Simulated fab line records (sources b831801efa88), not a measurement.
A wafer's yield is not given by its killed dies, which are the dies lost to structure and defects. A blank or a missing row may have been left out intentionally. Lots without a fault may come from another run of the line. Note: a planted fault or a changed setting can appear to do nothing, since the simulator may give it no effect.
A struck lot beside a sound one | flow sky130 | 14 steps out of a route of 708
Sound: wafers L991.1, L991.4, L991.5. Wafers struck: L988.1, L988.4, L988.5. The cause is named last.
Each step with rows lists, per side, the tool, then ch with its chambers, then its first start. Under that, the readings that differ: sound wafers | struck wafers | difference of the means | sigmas: that difference in standard deviations of wafers without a fault.
alike: words and numbers the same on both sides, and readings whose means are apart by under 2 such deviations; not compared: readings that were withheld, readings missing a value for some wafer, numbers with overlapping values and no deviation given by the record, and bounds like >300 which may hide the same value.
The two part at a step that has a row with sigmas, a row that says differs or no value, or rows on one side only. Numbers that don't overlap but have no deviation are shown without sigmas and don't part them. A reading that every wafer of one side lacks parts them only if that side has two wafers or more.

first, 1 step without rows for these wafers: SKY_VT_ADJUST_NCORE_DEVELOP_06 (develop time 60 s).
SKY_VT_ADJUST_NCORE_CD_MEAS_07: the cd target is 380 nm.
  struck on cdSem-01, day 12 20:19; sound on cdSem-01, day 13 17:55
reading   | sound             | struck            | difference | sigmas
cdNm (nm) | 374.8 374.8 372.1 | 381.4 382.4 381.4 | +7.8       | +3
SKY_VT_ADJUST_NCORE_OVL_MEAS_08:
  struck on overlay-02, day 12 20:26; sound on overlay-02, day 13 18:02
  alike: VT_ADJUST_NCORE_OVL
then, 1 step without rows for these wafers: SKY_VT_ADJUST_NCORE_IMPLANT_09.
SKY_VT_ADJUST_NCORE_STRIP_10: strips in O2/N2.
  sound on plasmaAsher-04 ch 0,1, day 13 18:13; struck on plasmaAsher-03 ch 0,1, day 12 20:37
  alike: drypumpMotorCurrentA, n2FlowSccm, oesProductAu, stripTimeToEndpointS
  not compared: rfHoursCounterH
SKY_VT_ADJUST_NCORE_TW_MEAS_11:
  struck on filmMetro-03, day 12 20:43; sound on filmMetro-04, day 13 18:19
  alike: VT_ADJUST_NCORE_TW
then, 6 steps without rows for these wafers: SKY_VT_ADJUST_HVTR_DEHYDRATE_00 (time 60 s); SKY_VT_ADJUST_HVTR_HMDS_01 (prime time 60 s); SKY_VT_ADJUST_HVTR_COAT_02 (resist thk 1140 nm); SKY_VT_ADJUST_HVTR_SOFTBAKE_03 (time 60 s); SKY_VT_ADJUST_HVTR_EXPOSE_04 (exposes mask HVTRM, target cd 380 nm); SKY_VT_ADJUST_HVTR_PEB_05.
SKY_VT_ADJUST_HVTR_DEVELOP_06: develop time 60 s.
  struck on lithoTrack-02, day 13 21:43; sound on lithoTrack-04 ch 0, day 14 20:20
  no value came back on the struck wafers for chillPlateTempC (C), developTimeS (s); on the sound wafers chillPlateTempC (C) reads 22.93 22.86 22.96
SKY_VT_ADJUST_HVTR_CD_MEAS_07: the cd target is 380 nm.
  struck on cdSem-01, day 13 21:52; sound on cdSem-02, day 14 20:29
reading   | sound             | struck | difference                    | sigmas
cdNm (nm) | 378.0 375.2 374.6 | - - -  | no value on the struck wafers | 

== WHERE THEY PART ==
Earliest at SKY_VT_ADJUST_NCORE_CD_MEAS_07; latest, in this record, at SKY_VT_ADJUST_HVTR_CD_MEAS_07.

WHY: the cause the simulator had injected
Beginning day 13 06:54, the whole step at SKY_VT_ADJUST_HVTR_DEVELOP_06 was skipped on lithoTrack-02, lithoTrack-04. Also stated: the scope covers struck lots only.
